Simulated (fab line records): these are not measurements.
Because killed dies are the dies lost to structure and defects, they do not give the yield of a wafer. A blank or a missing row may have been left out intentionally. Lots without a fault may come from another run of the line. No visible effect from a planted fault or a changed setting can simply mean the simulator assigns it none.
The tool behind it: which one? / flow sky130 / Sampling: 14 lots, 42 wafers, 4 of 708 route steps

== WHAT EACH GAUGE READ, for each wafer ==
SKY_FIELD_ISO_THK_MEAS_04. Usual: FIELD_ISO_CVD_03_THK typically reads 165.5 nm, with standard deviation 1.5.
lot=L349; measured=day 1 13:29; on=film_metro-03; FIELD_ISO_CVD_03_THK (nm)=166.1 167.1 166.7; flag=
lot=L352; measured=day 2 06:20; on=film_metro-01; FIELD_ISO_CVD_03_THK (nm)=167.7 167.0 165.4; flag=
lot=L354; measured=day 2 15:14; on=film_metro-03; FIELD_ISO_CVD_03_THK (nm)=165.4 165.6 165.1; flag=
lot=L355; measured=day 2 19:29; on=film_metro-01; FIELD_ISO_CVD_03_THK (nm)=164.6 166.7 166.3; flag=
lot=L357; measured=day 3 05:29; on=film_metro-04; FIELD_ISO_CVD_03_THK (nm)=165.8 165.6 165.2; flag=
lot=L358; measured=day 3 10:53; on=film_metro-03; FIELD_ISO_CVD_03_THK (nm)=165.0 164.8 164.4; flag=
lot=L359; measured=day 3 16:34; on=film_metro-03; FIELD_ISO_CVD_03_THK (nm)=166.2 166.6 165.7; flag=
lot=L360; measured=day 3 20:30; on=film_metro-04; FIELD_ISO_CVD_03_THK (nm)=162.2 163.5 163.6; flag=
lot=L362; measured=day 4 06:29; on=film_metro-03; FIELD_ISO_CVD_03_THK (nm)=165.1 163.5 165.6; flag=
lot=L363; measured=day 4 13:44; on=film_metro-04; FIELD_ISO_CVD_03_THK (nm)=165.3 163.5 166.0; flag=
lot=L364; measured=day 4 16:52; on=film_metro-04; FIELD_ISO_CVD_03_THK (nm)=168.4 168.9 169.6; flag=
lot=L365; measured=day 5 02:20; on=film_metro-04; FIELD_ISO_CVD_03_THK (nm)=165.5 166.0 165.8; flag=
lot=L370; measured=day 6 02:15; on=film_metro-01; FIELD_ISO_CVD_03_THK (nm)=165.6 164.6 166.9; flag=
lot=L371; measured=day 6 06:26; on=film_metro-01; FIELD_ISO_CVD_03_THK (nm)=166.1 166.2 165.3; flag=

SKY_NWELL_RS_MEAS_29: a four-point-probe measurement. Usual: NWELL_RS typically reads 624.0 ohm/sq, with standard deviation 1.7.
lot=L349; measured=day 5 10:01; on=film_metro-01; NWELL_RS (ohm/sq)=626.0 623.7 625.0; flag=
lot=L352; measured=day 6 00:31; on=film_metro-03; NWELL_RS (ohm/sq)=623.9 623.8 624.0; flag=
lot=L354; measured=day 6 12:23; on=film_metro-01; NWELL_RS (ohm/sq)=622.0 622.7 623.1; flag=
lot=L355; measured=day 6 19:31; on=film_metro-01; NWELL_RS (ohm/sq)=622.8 624.5 623.3; flag=
lot=L357; measured=day 7 04:06; on=film_metro-01; NWELL_RS (ohm/sq)=623.1 623.3 624.4; flag=
lot=L358; measured=day 7 13:11; on=film_metro-02; NWELL_RS (ohm/sq)=624.7 627.1 626.0; flag=
lot=L359; measured=day 7 21:32; on=film_metro-02; NWELL_RS (ohm/sq)=625.3 625.7 625.4; flag=
lot=L360; measured=day 8 08:50; on=film_metro-01; NWELL_RS (ohm/sq)=622.0 623.4 623.4; flag=
lot=L362; measured=day 8 17:27; on=film_metro-03; NWELL_RS (ohm/sq)=649.3 648.6 650.0; flag=OFF
lot=L363; measured=day 8 23:35; on=film_metro-03; NWELL_RS (ohm/sq)=652.7 653.0 654.6; flag=OFF
lot=L364; measured=day 9 04:34; on=film_metro-03; NWELL_RS (ohm/sq)=623.7 623.0 621.0; flag=
lot=L365; measured=day 9 15:15; on=film_metro-03; NWELL_RS (ohm/sq)=624.0 625.5 623.1; flag=
lot=L370; measured=day 11 01:17; on=film_metro-01; NWELL_RS (ohm/sq)=619.5 620.8 620.9; flag=
lot=L371; measured=day 11 08:39; on=film_metro-03; NWELL_RS (ohm/sq)=624.3 622.3 624.0; flag=

== TOOL THAT RAN EACH LOT (tool first, then ch and the chambers of the sampled wafers, then the start) ==
lot=L349; SKY_DNWELL_STRIP_08=plasma_asher-03 ch 0,1, day 3 05:59; SKY_NWELL_IMPLANT_13=implanter-03 ch 0, day 4 16:52
lot=L352; SKY_DNWELL_STRIP_08=plasma_asher-03 ch 0,1, day 3 19:42; SKY_NWELL_IMPLANT_13=implanter-02 ch 0, day 5 06:08
lot=L354; SKY_DNWELL_STRIP_08=plasma_asher-01 ch 0,1, day 4 06:05; SKY_NWELL_IMPLANT_13=implanter-03 ch 0, day 5 17:05
lot=L355; SKY_DNWELL_STRIP_08=plasma_asher-04 ch 0,1, day 4 12:44; SKY_NWELL_IMPLANT_13=implanter-04 ch 0, day 5 23:58
lot=L357; SKY_DNWELL_STRIP_08=plasma_asher-04 ch 0,1, day 4 22:10; SKY_NWELL_IMPLANT_13=implanter-03 ch 0, day 6 09:07
lot=L358; SKY_DNWELL_STRIP_08=plasma_asher-03 ch 0,1, day 5 04:37; SKY_NWELL_IMPLANT_13=implanter-03 ch 0, day 6 17:28
lot=L359; SKY_DNWELL_STRIP_08=plasma_asher-04 ch 0,1, day 5 11:12; SKY_NWELL_IMPLANT_13=implanter-04 ch 0, day 7 02:10
lot=L360; SKY_DNWELL_STRIP_08=plasma_asher-04 ch 0,1, day 5 21:04; SKY_NWELL_IMPLANT_13=implanter-03 ch 0, day 7 11:37
lot=L362; SKY_DNWELL_STRIP_08=plasma_asher-04 ch 0,1, day 6 04:53; SKY_NWELL_IMPLANT_13=implanter-03, day 7 20:03
lot=L363; SKY_DNWELL_STRIP_08=plasma_asher-01 ch 0,1, day 6 10:43; SKY_NWELL_IMPLANT_13=implanter-02, day 8 01:28
lot=L364; SKY_DNWELL_STRIP_08=plasma_asher-04 ch 0,1, day 6 15:32; SKY_NWELL_IMPLANT_13=implanter-04 ch 0, day 8 06:55
lot=L365; SKY_DNWELL_STRIP_08=plasma_asher-01 ch 0,1, day 7 00:17; SKY_NWELL_IMPLANT_13=implanter-03 ch 0, day 8 16:56
lot=L370; SKY_DNWELL_STRIP_08=plasma_asher-04 ch 0,1, day 8 07:04; SKY_NWELL_IMPLANT_13=implanter-02 ch 0, day 10 02:11
lot=L371; SKY_DNWELL_STRIP_08=plasma_asher-03 ch 0,1, day 8 11:10; SKY_NWELL_IMPLANT_13=implanter-03 ch 0, day 10 08:41
- SKY_DNWELL_STRIP_08: strips in O2/N2.
- SKY_NWELL_IMPLANT_13

== WHAT THE TOOLS THEMSELVES READ (means of the sampled wafers that have a number; where no wafer has one, the mark that the record gives instead) ==
SKY_DNWELL_STRIP_08. Usual: chamber_pressure_mTorr 1499.9 mTorr, standard deviation 1.5; drypump_motor_current_A 5.5 A, standard deviation 0.48; oes_product_au 0.723 a.u., standard deviation 0.004; strip_time_to_endpoint_s 36.86 s, standard deviation 0.099.
lot=L349; tool=plasma_asher-03; chamber_pressure_mTorr (mTorr)=1499.0; drypump_motor_current_A (A)=5.0; oes_product_au (a.u.)=0.723; strip_time_to_endpoint_s (s)=36.82; flag=
lot=L352; tool=plasma_asher-03; chamber_pressure_mTorr (mTorr)=1501.2; drypump_motor_current_A (A)=5.0; oes_product_au (a.u.)=0.726; strip_time_to_endpoint_s (s)=36.99; flag=
lot=L354; tool=plasma_asher-01; chamber_pressure_mTorr (mTorr)=1501.1; drypump_motor_current_A (A)=5.2; oes_product_au (a.u.)=0.726; strip_time_to_endpoint_s (s)=36.92; flag=
lot=L355; tool=plasma_asher-04; chamber_pressure_mTorr (mTorr)=1499.1; drypump_motor_current_A (A)=6.0; oes_product_au (a.u.)=0.722; strip_time_to_endpoint_s (s)=36.87; flag=
lot=L357; tool=plasma_asher-04; chamber_pressure_mTorr (mTorr)=1499.0; drypump_motor_current_A (A)=6.0; oes_product_au (a.u.)=0.720; strip_time_to_endpoint_s (s)=36.80; flag=
lot=L358; tool=plasma_asher-03; chamber_pressure_mTorr (mTorr)=1498.1; drypump_motor_current_A (A)=5.1; oes_product_au (a.u.)=0.722; strip_time_to_endpoint_s (s)=36.85; flag=
lot=L359; tool=plasma_asher-04; chamber_pressure_mTorr (mTorr)=1499.3; drypump_motor_current_A (A)=6.0; oes_product_au (a.u.)=0.719; strip_time_to_endpoint_s (s)=36.95; flag=
lot=L360; tool=plasma_asher-04; chamber_pressure_mTorr (mTorr)=1499.2; drypump_motor_current_A (A)=6.1; oes_product_au (a.u.)=0.726; strip_time_to_endpoint_s (s)=36.84; flag=
lot=L362; tool=plasma_asher-04; chamber_pressure_mTorr (mTorr)=1500.8; drypump_motor_current_A (A)=6.0; oes_product_au (a.u.)=0.723; strip_time_to_endpoint_s (s)=37.00; flag=
lot=L363; tool=plasma_asher-01; chamber_pressure_mTorr (mTorr)=1499.0; drypump_motor_current_A (A)=5.2; oes_product_au (a.u.)=0.721; strip_time_to_endpoint_s (s)=36.65; flag=
lot=L364; tool=plasma_asher-04; chamber_pressure_mTorr (mTorr)=1498.8; drypump_motor_current_A (A)=6.1; oes_product_au (a.u.)=0.725; strip_time_to_endpoint_s (s)=36.83; flag=
lot=L365; tool=plasma_asher-01; chamber_pressure_mTorr (mTorr)=1500.6; drypump_motor_current_A (A)=5.3; oes_product_au (a.u.)=0.724; strip_time_to_endpoint_s (s)=36.81; flag=
lot=L370; tool=plasma_asher-04; chamber_pressure_mTorr (mTorr)=1500.0; drypump_motor_current_A (A)=6.1; oes_product_au (a.u.)=0.726; strip_time_to_endpoint_s (s)=36.89; flag=
lot=L371; tool=plasma_asher-03; chamber_pressure_mTorr (mTorr)=1500.5; drypump_motor_current_A (A)=5.2; oes_product_au (a.u.)=0.721; strip_time_to_endpoint_s (s)=36.81; flag=

SKY_NWELL_IMPLANT_13. Usual: beam_energy_keV 49.998, standard deviation 0.016; beam_on_s 10.01 s, standard deviation 0.19; dose_ions_cm2 7.001e+11, standard deviation 7.5e+08; faraday_current_uA 3.94, standard deviation 0.074.
lot=L349; tool=implanter-03; beam_energy_keV=49.971; beam_on_s (s)=10.04; dose_ions_cm2=7.008e+11; faraday_current_uA=3.93; flag=
lot=L352; tool=implanter-02; beam_energy_keV=49.992; beam_on_s (s)=10.04; dose_ions_cm2=6.994e+11; faraday_current_uA=3.94; flag=
lot=L354; tool=implanter-03; beam_energy_keV=50.015; beam_on_s (s)=9.96; dose_ions_cm2=6.997e+11; faraday_current_uA=3.97; flag=
lot=L355; tool=implanter-04; beam_energy_keV=49.997; beam_on_s (s)=10.14; dose_ions_cm2=6.994e+11; faraday_current_uA=3.91; flag=
lot=L357; tool=implanter-03; beam_energy_keV=50.009; beam_on_s (s)=9.94; dose_ions_cm2=7.008e+11; faraday_current_uA=3.96; flag=
lot=L358; tool=implanter-03; beam_energy_keV=49.976; beam_on_s (s)=10.10; dose_ions_cm2=7.006e+11; faraday_current_uA=3.90; flag=
lot=L359; tool=implanter-04; beam_energy_keV=50.011; beam_on_s (s)=9.95; dose_ions_cm2=7.003e+11; faraday_current_uA=3.97; flag=
lot=L360; tool=implanter-03; beam_energy_keV=50.012; beam_on_s (s)=10.08; dose_ions_cm2=6.999e+11; faraday_current_uA=3.92; flag=
lot=L362; tool=implanter-03; beam_energy_keV=-; beam_on_s (s)=-; dose_ions_cm2=-; faraday_current_uA=-; flag=OFF
lot=L363; tool=implanter-02; beam_energy_keV=-; beam_on_s (s)=-; dose_ions_cm2=-; faraday_current_uA=-; flag=OFF
lot=L364; tool=implanter-04; beam_energy_keV=50.005; beam_on_s (s)=9.88; dose_ions_cm2=7.000e+11; faraday_current_uA=3.99; flag=
lot=L365; tool=implanter-03; beam_energy_keV=50.000; beam_on_s (s)=9.86; dose_ions_cm2=7.010e+11; faraday_current_uA=4.00; flag=
lot=L370; tool=implanter-02; beam_energy_keV=49.991; beam_on_s (s)=10.07; dose_ions_cm2=7.004e+11; faraday_current_uA=3.92; flag=
lot=L371; tool=implanter-03; beam_energy_keV=50.007; beam_on_s (s)=10.01; dose_ions_cm2=7.003e+11; faraday_current_uA=3.94; flag=

== THE ANSWER, worked out from the rows above alone ==
Rule: take the mean of a lot's wafers that have a number; if it is more than 3 standard deviations from the usual mean, the lot is off. A lot without any number at a reading at which 4 lots or more have one is off too. Where the step has rows for the other lots, those lots are counted as sound. After the gauges, taken in route order, come the tools' own readings; for these a lot's mean is taken, as printed above. The first step at which some lot is off is used, and at that step the reading that is off furthest; a lot without a number counts as furthest.
Off: L362, L363, seen at SKY_NWELL_RS_MEAS_29 (NWELL_RS).
A tool fits if, at a process step before that reading, it ran every lot that is off, and no sound lot after the first of them. The gauges at SKY_NWELL_RS_MEAS_29 aren't tried: what is off there is off at SKY_NWELL_IMPLANT_13 too, on other tools, and a gauge's error can't cause that. Not one of the candidates tried fits.

== WHAT THE SIMULATOR PUT IN ==
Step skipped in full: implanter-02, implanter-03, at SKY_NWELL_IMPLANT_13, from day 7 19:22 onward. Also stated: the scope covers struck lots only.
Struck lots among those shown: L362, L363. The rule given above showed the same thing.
